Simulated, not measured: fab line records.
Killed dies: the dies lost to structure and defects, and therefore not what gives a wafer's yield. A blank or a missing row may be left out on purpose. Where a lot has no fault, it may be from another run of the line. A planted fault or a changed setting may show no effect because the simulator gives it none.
Comparing a struck lot with a sound one -- flow sky130 -- 16 steps out of a route of 708
Sound: these wafers, L116.2, L116.5, L116.6. Wafers L110.1, L110.4, L110.6 were the ones struck. The cause comes at the end.
Each step with rows lists, per side, the tool, then ch with its chambers, then its first start. Under that, the readings that differ: sound wafers -- struck wafers -- difference of the means -- sigmas: that difference in standard deviations of wafers without a fault.
alike: readings with means less than 2 such deviations apart, plus words and numbers identical on both sides. not compared: withheld readings, readings lacking a value on some wafer, bounds such as >300 that could conceal the same value, and numbers that have no deviation in the record and whose values overlap.
The two part at a step that has a row with sigmas, a row that says differs or no value, or rows on one side only. When numbers do not overlap yet have no deviation, they are printed without sigmas and do not part them. Lack of a reading on every wafer of one side parts them only where that side has two or more wafers.

SKY_LDD_P_OVL_MEAS_08:
  sound: overlay-01 at day 24 01:47; struck: overlay-02 at day 21 14:56
reading,sound,struck,difference,sigmas
LDD_P_OVL (nm),2.7 0.9 0.9,-2.3 -2.2 1.2,-2.6,-2
following that, these wafers have no rows for 1 step: SKY_LDD_P_IMPLANT_09.
SKY_LDD_P_STRIP_10: strips in O2/N2.
  sound on plasma-asher-01 ch 0,1, day 24 01:58; struck on plasma-asher-01 ch 0,1, day 21 15:08
  alike: drypump-motor-current-A, oes-product-au, strip-time-to-endpoint-s
  not compared: rf-hours-counter-h
SKY_LDD_P_TW_MEAS_11:
  sound: film-metro-02 at day 24 02:04; struck: film-metro-04 at day 21 15:14
  alike: LDD_P_TW
then, 7 steps without rows for these wafers: SKY_LDD_HVN_DEHYDRATE_00 (time 60 s); SKY_LDD_HVN_HMDS_01 (prime time 60 s); SKY_LDD_HVN_COAT_02 (resist thk 300 nm); SKY_LDD_HVN_SOFTBAKE_03 (time 60 s); SKY_LDD_HVN_EXPOSE_04 (exposes mask HVNTM, target cd 700 nm); SKY_LDD_HVN_PEB_05; SKY_LDD_HVN_DEVELOP_06 (develop time 60 s).
SKY_LDD_HVN_OVL_MEAS_07:
  sound: overlay-02 at day 25 07:26; struck: overlay-01 at day 22 21:29
  alike: LDD_HVN_OVL
SKY_LDD_HVN_IMPLANT_08:
  sound on implanter-02 ch 0, day 25 07:29; struck on implanter-03 ch 0, day 22 21:31
reading,sound,struck,difference,sigmas
beam-energy-keV,59.996 59.998 59.967,48.962 48.968 48.988,-11.014,-99 or more
model.implant.rp-nm (nm),54.38 54.38 54.38,46.24 46.24 46.24,-8.14,
model.implant.drp-nm (nm),28.15 28.15 28.15,23.72 23.72 23.72,-4.43,
  alike: beam-on-s
SKY_LDD_HVN_STRIP_09: strips in O2/N2.
  sound on plasma-asher-03 ch 0,1, day 25 07:37; struck on plasma-asher-03 ch 0,1, day 22 21:40
reading,sound,struck,difference,sigmas
strip-time-to-endpoint-s (s),4.107 4.091 4.122,4.146 4.134 4.135,+0.032,+2
  alike: drypump-motor-current-A, oes-product-au
  not compared: rf-hours-counter-h
SKY_LDD_HVN_TW_MEAS_10:
  sound: film-metro-02 at day 25 07:43; struck: film-metro-04 at day 22 22:00
reading,sound,struck,difference,sigmas
LDD_HVN_TW,1429 1423 1422,1370 1364 1371,-56,-4
  not compared: hold
-- here the record skips 25 days between the struck wafers' starts before and after, leaving off in module LDD_HVN and picking up in module PAD_OPEN (first step shown: number 708 of the route) --
SKY_PAD_OPEN_PROBE_99:
  sound: prober-01 at day 49 01:47; struck: prober-01 at day 47 13:23
reading,sound,struck,difference,sigmas
model.etest.tip_n_5v.rs-ohm-sq,1400 1402 1405,1514 1517 1512,+112,
model.etest.nfet-g5v0d10v5.r-on-ohm-um,1874 1859 1926,1968 1933 1940,+61,
model.etest.nfet-g5v0d10v5.drive-ua-um,603.3 619.7 598.8,583 588.7 582,-23,
model.etest.nfet-g5v0d10v5.vt-sat-v (V),0.7676 0.761 0.7566,0.7862 0.7879 0.7849,+0.0246,
model.etest.nfet-g5v0d10v5.vt-v (V),0.8231 0.8159 0.809,0.8358 0.8374 0.8375,+0.0209,
  alike: killed_at_M0_to_M3, killed_at_M4_up, killed-at-contacts, killed-at-front-end, killed-at-other, killed-dies, killed-open, killed-short

WHERE THEY PART
Earliest at SKY_LDD_P_OVL_MEAS_08; latest, in this record, at SKY_LDD_HVN_TW_MEAS_10. Later steps at which nothing parts them and some readings are alike: SKY_PAD_OPEN_PROBE_99.

WHY: what the simulator had put in
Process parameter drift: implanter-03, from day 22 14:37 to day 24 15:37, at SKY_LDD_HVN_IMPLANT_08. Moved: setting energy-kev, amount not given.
